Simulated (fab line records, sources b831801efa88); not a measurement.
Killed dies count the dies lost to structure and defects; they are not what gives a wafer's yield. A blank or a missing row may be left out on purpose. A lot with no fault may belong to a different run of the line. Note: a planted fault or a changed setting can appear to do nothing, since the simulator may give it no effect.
Lot-split experiment | flow gf180mcu | on a route of 602 steps: 5 lots, 23 wafers read

## ON THE SPLIT
At GF_MIM_SPUTTER_08 (material AlCu, target thk 200 nm, time 10.6 s), the setting time s was moved away from the recipe's 10.6 s on 7 of the 23 wafers read, by -8.2% to +8.6%. This setting was run at the recipe's value on the other wafers.

## FROM THE SPLIT TO THE READING: what the file shows between them, 6 steps
- GF_MIM_SPUTTER_09: material TiN, target thk 35 nm, time 29.2 s
- GF_MIM_RS_MEAS_10: measures by four-point-probe
- GF_MIM_THK_MEAS_11: measures by xrf
- GF_MIM_EXPOSE_16: exposes mask FuseTop, target cd 2000 nm (also split here: dose mj)
- GF_MIM_PEB_17
- GF_MIM_DEVELOP_18: develop time 60 s

## THE READING
oes product au, in a.u., at GF_MIM_METAL_ETCH_19 (etches the open film in Cl2/BCl3, stops on Si3N4, target depth 324.5 nm, time 54.1 s). On this fab line, fault-free wafers typically give 0.941 a.u. with a standard deviation of 0.0065 a.u.

wafer  | tool, chamber at the split | time s as run, s | against the recipe | oes product au, a.u. | against lot-mates on the recipe
L074.1 | pvd sputter-03, -          | 10.6             | recipe             | 0.945                | -
L074.2 | pvd sputter-03, -          | 10.6             | recipe             | 0.934                | -
L074.3 | pvd sputter-03, -          | 11.51            | +8.6%              | 0.975                | +0.035
L074.4 | pvd sputter-03, -          | 11.51            | +8.6%              | 0.973                | +0.033
L074.5 | pvd sputter-03, -          | 11.51            | +8.6%              | 0.985                | +0.045
L076.1 | pvd sputter-04, -          | 10.6             | recipe             | 0.929                | -
L076.3 | pvd sputter-04, -          | 10.6             | recipe             | 0.942                | -
L076.4 | pvd sputter-04, -          | 9.878            | -6.8%              | 0.917                | -0.018
L076.5 | pvd sputter-04, -          | 10.6             | recipe             | 0.935                | -
L076.6 | pvd sputter-04, -          | 9.878            | -6.8%              | 0.911                | -0.024
L079.1 | pvd sputter-03, -          | 10.6             | recipe             | 0.949                | -
L079.4 | pvd sputter-03, -          | 10.6             | recipe             | 0.943                | -
L079.5 | pvd sputter-03, -          | 10.6             | recipe             | 0.940                | -
L080.1 | pvd sputter-01, -          | 10.6             | recipe             | 0.952                | -
L080.2 | pvd sputter-01, -          | 10.6             | recipe             | 0.947                | -
L080.3 | pvd sputter-01, -          | 10.6             | recipe             | 0.940                | -
L080.5 | pvd sputter-01, -          | 10.6             | recipe             | 0.937                | -
L080.6 | pvd sputter-01, -          | 10.6             | recipe             | 0.946                | -
L083.2 | pvd sputter-04, -          | 10.6             | recipe             | 0.948                | -
L083.3 | pvd sputter-04, -          | 9.729            | -8.2%              | 0.911                | -0.035
L083.4 | pvd sputter-04, -          | 10.6             | recipe             | 0.939                | -
L083.5 | pvd sputter-04, -          | 9.729            | -8.2%              | 0.906                | -0.040
L083.6 | pvd sputter-04, -          | 10.6             | recipe             | 0.952                | -

THE FIT
A straight line over all 23 wafers: oes product au changes by +0.00413 a.u. for each +1% of time s; r = +0.95; the points scatter about the line by 0.0061 a.u.
The same after taking each lot's own level away (the mean of its wafers on the recipe; 23 wafers): +0.00423 a.u. for each +1%; r = +0.96; scatter 0.0056 a.u.
On that fit, the largest move of time s shifts the reading by 0.036 a.u.
Across the lots, their own levels run from 0.9353 to 0.9463 a.u., a range of 1.7 times the standard deviation given above.
The two slopes are in agreement: the lot-to-lot level therefore moves the slope only a little.
Check: +0.0373 a.u. against its lot-mates is what the line predicts for one of the wafers moved furthest among these (+8.6%) when that wafer is left out of the fit. Against them it came out at +0.0355 a.u.

## THESE WAFERS: OTHER SPLITS
Before the reading, these wafers also passed through other splits. Each is held against what the fit with the lots' levels taken away leaves over:
other split on the same wafers       | wafers away from the commonest value | r with oes product au (lot level and that fit taken away)
GF_M4_PEB_12 peb temp c              | 11                                   | +0.17
GF_V4_CVD_00 sih4 flow sccm          | 11                                   | +0.35
GF_V4_COAT_09 resist thk nm          | 6                                    | -0.22
GF_V4_PEB_12 peb temp c              | 7                                    | +0.28
GF_V4_SPUTTER_21 chamber pressure pa | 18                                   | +0.24
GF_MIM_EXPOSE_16 dose mj             | 6                                    | -0.30

## THE WHOLE CHAIN: every reading that the file lists as answering this split, in the file's order
step                 | what it does                                                                         | reading                                                                        | change (the file's fit)                   | r (the file's)
GF_MIM_SPUTTER_08    | material AlCu, target thk 200 nm, time 10.6 s                                        | AlCu_of_MIM_SPUTTER_08.thk nm (the simulator's own value, which no gauge read) | +2.13 nm for each +1% of the setting      | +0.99
GF_MIM_RS_MEAS_10    | measures by four-point-probe                                                         | MIM_ALCU_RS                                                                    | -0.00181 for each +1% of the setting      | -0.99
GF_MIM_THK_MEAS_11   | measures by xrf                                                                      | MIM_ALCU_THK                                                                   | +2.06 for each +1% of the setting         | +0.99
GF_MIM_METAL_ETCH_19 | etches the open film in Cl2/BCl3, stops on Si3N4, target depth 324.5 nm, time 54.1 s | oes product au                                                                 | +0.00415 a.u. for each +1% of the setting | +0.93

## THE FILE'S OWN FIT
oes product au changes by +0.00415 a.u. for each +1% of time s, r = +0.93.
